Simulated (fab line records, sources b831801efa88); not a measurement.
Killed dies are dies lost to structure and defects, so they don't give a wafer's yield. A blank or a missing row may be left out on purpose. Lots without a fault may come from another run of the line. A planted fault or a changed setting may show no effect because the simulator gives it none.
One fault seen from 2 desks | flow gf180mcu | each desk has only its own numbers; what lay behind them comes last

THE TOOL OWNER'S DESK: plasma_asher-02
The tool's own readings at GF_NSD_STRIP_11 (strips in O2/N2): means of the sampled wafers that have a number, for each lot that ran on this tool. A lot is out of limits, marked OUT, if its mean lies more than 4 standard deviations from the usual mean; the brackets give that distance.
Columns: A = drypump_motor_current_A at GF_NSD_STRIP_11, usual 5.8 A; B = heater_power_w at GF_NSD_STRIP_11, usual 302 W; C = oes_product_au at GF_NSD_STRIP_11, usual 0.487 a.u.; D = strip_time_to_endpoint_s at GF_NSD_STRIP_11, usual 22.97 s
lot  | first seen here | A   | B   | C               | D
L633 | day 14 07:37    | 5.1 | 307 | 0.489           | 22.98
L636 | day 15 05:04    | 5.0 | 307 | 0.485           | 22.91
L641 | day 17 05:25    | 5.2 | 306 | 0.560 (+16) OUT | -
L648 | day 19 13:35    | 5.1 | 304 | 0.484           | 23.01
This desk's finding: out of limits on L641; first on L641, day 17 05:25 (oes_product_au at GF_NSD_STRIP_11). In limits: L633, L636, L648.

THE METROLOGY DESK
What the gauges read, lot by lot, whatever tool the lot ran on: means of the sampled wafers that have a number. A lot is out of limits, marked OUT, if its mean lies more than 4 standard deviations from the usual mean; the brackets give that distance.
Columns: A = HV_LDD_TW at GF_HV_LDD_TW_MEAS_11, usual 2437; B = PSD_TW at GF_PSD_TW_MEAS_11, usual 3237
lot  | first seen here | A    | B
L631 | day 10 06:08    | 2442 | 3220
L632 | day 10 17:11    | 2450 | 3248
L633 | day 10 21:29    | 2436 | 3255
L636 | day 11 17:12    | 2425 | 3215
L641 | day 13 11:33    | 2432 | 30 (-99 or more) OUT
L647 | day 15 04:47    | 2432 | 3251
L648 | day 15 12:49    | 2426 | 3247
L649 | day 15 19:45    | 2456 | 3242
L650 | day 16 05:29    | 2440 | 3222
L651 | day 16 09:54    | 2410 | 3244
L652 | day 16 16:58    | 2438 | 3231
This desk's finding: out of limits on L641; first on L641, day 18 05:18 (PSD_TW at GF_PSD_TW_MEAS_11). In limits: L631, L632, L633, L636, L647, L648, L649, L650, L651, L652.

PUT TOGETHER
The tool owner's desk could have raised an alarm at day 17 05:25, on L641.
The metrology desk could have raised an alarm at day 18 05:18, on L641.
Of the lots named, all ran GF_NSD_STRIP_11 on plasma_asher-02.

WHAT THE SIMULATOR HAD PUT IN
Strip aborted: plasma_asher-02, from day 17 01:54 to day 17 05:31, at GF_NSD_STRIP_11. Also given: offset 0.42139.
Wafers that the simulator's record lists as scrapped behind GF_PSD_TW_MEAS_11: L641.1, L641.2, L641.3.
Lots struck among those shown: L641.
Hours from the fault's start to each desk's first reading out of limits: the tool owner's desk, 4; the metrology desk, 27.
